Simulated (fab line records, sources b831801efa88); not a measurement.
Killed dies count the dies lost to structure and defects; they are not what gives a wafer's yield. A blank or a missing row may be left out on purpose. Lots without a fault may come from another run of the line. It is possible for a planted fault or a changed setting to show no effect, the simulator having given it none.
Which tool was responsible? | flow sky130 | 6 lots, 18 wafers sampled, at 2 steps of a route of 708

== WHAT EACH GAUGE READ, for each wafer ==
SKY_DNWELL_TW_MEAS_09.
lot  | measured    | on            | DNWELL_TW
L877 | day 3 16:35 | film_metro-01 | 1125 1124 1132
L880 | day 4 07:26 | film_metro-02 | 1124 1119 1112
L890 | day 6 15:16 | film_metro-01 | 1111 1108 1115
L892 | day 6 23:10 | film_metro-01 | 1111 1109 1116
L894 | day 7 14:18 | film_metro-01 | 1103 1104 1104
L896 | day 7 20:29 | film_metro-02 | 1108 1111 1120

== WHAT TOOL EACH LOT RAN ON (gives the tool, then ch and the chambers of the sampled wafers, and finally the start) ==
lot  | SKY_DNWELL_EXPOSE_04
L877 | iline_stepper-02 ch 0, day 3 08:34
L880 | iline_stepper-02 ch 0, day 3 22:49
L890 | iline_stepper-02 ch 0, day 6 05:51
L892 | iline_stepper-01 ch 0, day 6 13:03
L894 | iline_stepper-02 ch 0, day 7 03:46
L896 | iline_stepper-02 ch 0, day 7 10:24
- SKY_DNWELL_EXPOSE_04: exposes mask DNM, target cd 3000 nm.

== THE ANSWER, worked out from the rows above alone ==
Rule: the usual values come from the lots themselves. Put in order of their means at a reading, lots are off if they are a third of the lots or fewer, leave a main group of 4 or more, and stand apart from it by a gap of 3 or more times the standard deviation of the main group's means; of several such gaps the widest counts. If all means in a main group match to the digits the tables above print for the reading, that group is not used. A lot without any number at a reading at which 4 lots or more have one is off too. All remaining lots with rows at the step are treated as sound.
Across all readings shown, no lot is off: no conclusion can be drawn from this.

== WHAT THE SIMULATOR PUT IN ==
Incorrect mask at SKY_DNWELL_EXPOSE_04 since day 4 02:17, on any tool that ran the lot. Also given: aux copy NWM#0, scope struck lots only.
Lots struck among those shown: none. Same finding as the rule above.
